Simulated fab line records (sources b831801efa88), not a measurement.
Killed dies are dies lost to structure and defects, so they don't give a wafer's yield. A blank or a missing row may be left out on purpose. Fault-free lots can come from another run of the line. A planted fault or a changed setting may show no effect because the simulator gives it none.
Split-lot trial -- flow gf180mcu -- 23 wafers read across 5 lots, on a route 602 steps long

ON THE SPLIT
At GF_PSD_COAT_02 (resist thk 1000 nm), the setting spin rpm was moved away from the recipe's 3000 rpm on 11 of the 23 wafers read, by -6.6% to +4.6%. For the rest of the wafers, this setting stayed at what the recipe calls for.

The split's own step is where the reading is taken.

THE READING
NOVOLAK_of_PSD_COAT_02.thk nm (the simulator's own value, which no gauge read), in nm, at GF_PSD_COAT_02 (resist thk 1000 nm). The file gives no usual value for it. Average 999.3 nm, standard deviation 1.3 nm, over the 12 wafers here run with the recipe.

wafer,"tool, chamber at the split","spin rpm as run, rpm",against the recipe,"NOVOLAK_of_PSD_COAT_02.thk nm, nm",against lot-mates on the recipe
L074.1,"litho track-04, 0",3139,+4.6%,974.8,-24.2
L074.2,"litho track-04, 0",3000,recipe,999,-
L074.3,"litho track-04, 0",3000,recipe,999.7,-
L074.4,"litho track-04, 0",3000,recipe,998.4,-
L074.6,"litho track-04, 0",3139,+4.6%,976.2,-22.8
L077.1,"litho track-04, 0",2934,-2.2%,1010,+11.4
L077.2,"litho track-04, 0",2934,-2.2%,1012,+13.4
L077.4,"litho track-04, 0",3000,recipe,998.8,-
L077.5,"litho track-04, 0",3000,recipe,998.4,-
L077.6,"litho track-04, 0",2934,-2.2%,1009,+10.4
L081.2,"litho track-02, 0",3000,recipe,999.5,-
L081.4,"litho track-02, 0",3000,recipe,997.7,-
L081.6,"litho track-02, 0",3000,recipe,999.6,-
L082.1,"litho track-01, 0",3066,+2.2%,986.8,-11.9
L082.3,"litho track-01, 0",3000,recipe,998.2,-
L082.4,"litho track-01, 0",3066,+2.2%,987.9,-10.8
L082.5,"litho track-01, 0",3000,recipe,999.1,-
L082.6,"litho track-01, 0",3066,+2.2%,988.8,-9.9
L085.1,"litho track-02, 0",2802,-6.6%,1036,+34.5
L085.3,"litho track-02, 0",2802,-6.6%,1036,+34.5
L085.2,"litho track-02, 0",3000,recipe,1000,-
L085.4,"litho track-02, 0",3000,recipe,1003,-
L085.6,"litho track-02, 0",2802,-6.6%,1033,+31.5

FIT RESULTS
A straight line over all 23 wafers: NOVOLAK_of_PSD_COAT_02.thk nm changes by -5.3 nm for each +1% of spin rpm; r = -1.00; the points scatter about the line by 1.3 nm.
The same after taking each lot's own level away (the mean of its wafers on the recipe; 23 wafers): -5.08 nm for each +1%; r = -1.00; scatter 1 nm.
On that fit, the largest move of spin rpm shifts the reading by 34 nm.
The span of the lots' own levels, 998.60 to 1001.50 nm, comes to 2.2 times the standard deviation stated above.
Hence the lot-to-lot level has little effect on the slope; both slopes agree.
Check: +33.4 nm against its lot-mates is what the line predicts for one of the wafers moved furthest among these (-6.6%) when that wafer is left out of the fit. It came out at +34.5 nm against them.

THESE WAFERS: OTHER SPLITS
Before the reading, these wafers also passed through other splits. Each is held against what the fit with the lots' levels taken away leaves over:
other split on the same wafers,wafers away from the commonest value,r with NOVOLAK_of_PSD_COAT_02.thk nm (lot level and that fit taken away)
GF_NSD_COAT_02 resist thk nm,4,-0.04
GF_NSD_IMPLANT_10 energy kev,6,-0.12

THE WHOLE CHAIN: every reading that the file lists as answering this split, in the file's order
step,what it does,reading,change (the file's fit),r (the file's)
GF_PSD_COAT_02,resist thk 1000 nm,"NOVOLAK_of_PSD_COAT_02.thk nm (the simulator's own value, which no gauge read)",-5.08 nm for each +1% of the setting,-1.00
GF_PSD_STRIP_10,strips in O2/N2,strip time to endpoint s,"withheld for each +1% of the setting, in a fit together with dose cm2@PSD_IMPLANT_09",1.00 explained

THE FILE'S OWN FIT
NOVOLAK_of_PSD_COAT_02.thk nm changes by -5.08 nm for each +1% of spin rpm, r = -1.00.
